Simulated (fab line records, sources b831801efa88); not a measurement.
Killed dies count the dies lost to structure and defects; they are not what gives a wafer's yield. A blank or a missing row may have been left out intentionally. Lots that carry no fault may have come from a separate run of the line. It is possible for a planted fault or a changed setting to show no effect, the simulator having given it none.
Chamber matching / flow gf180mcu / GF_STI_ETCH_13 on rieDiel-03: 4 sister chambers
The step etches the open film in CHF3/O2, stops on Si, target depth 282.31 nm, time 112.9 s. 4 wafers are shown with their chamber, then 7 later ones without.

EACH WAFER AND ITS CHAMBER
wafer=L883.1; chamber=1; drypumpMotorCurrentA (A)=6.6
wafer=L883.2; chamber=2; drypumpMotorCurrentA (A)=6.4
wafer=L885.1; chamber=3; drypumpMotorCurrentA (A)=5.9
wafer=L885.2; chamber=0; drypumpMotorCurrentA (A)=5.9

WAFERS MISSING THEIR CHAMBER
wafer=L885.4; drypumpMotorCurrentA (A)=6.5
wafer=L886.2; drypumpMotorCurrentA (A)=5.9
wafer=L886.3; drypumpMotorCurrentA (A)=6.4
wafer=L886.6; drypumpMotorCurrentA (A)=5.9
wafer=L891.1; drypumpMotorCurrentA (A)=6.3
wafer=L891.2; drypumpMotorCurrentA (A)=6.5
wafer=L891.3; drypumpMotorCurrentA (A)=5.9

WHICH CHAMBER EACH ONE RAN IN
wafer=L885.4; from the rows above=can't be placed: 1 or 2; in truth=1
wafer=L886.2; from the rows above=can't be placed: 0 or 3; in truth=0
wafer=L886.3; from the rows above=2; in truth=2
wafer=L886.6; from the rows above=can't be placed: 0 or 3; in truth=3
wafer=L891.1; from the rows above=2; in truth=2
wafer=L891.2; from the rows above=can't be placed: 1 or 2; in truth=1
wafer=L891.3; from the rows above=can't be placed: 0 or 3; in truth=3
Correctly placed: 2 of 7. Can't be placed from these rows: 5 (the true chamber is among the candidates in 5). Wrongly placed: 0.
How it was worked out, from the rows above alone: a wafer's distance from a chamber is the root of the sum, over the readings, of the square of ((its reading less the chamber's mean) divided by the reading's scatter). The wafer belongs to the nearest chamber; if the next one is less than 2 further off, it can't be placed. The mean given for a chamber averages the wafers shown for that chamber. The scatter: with one shown wafer a chamber, the root of the mean of the squares of how far each hidden wafer lies from its nearest shown one.
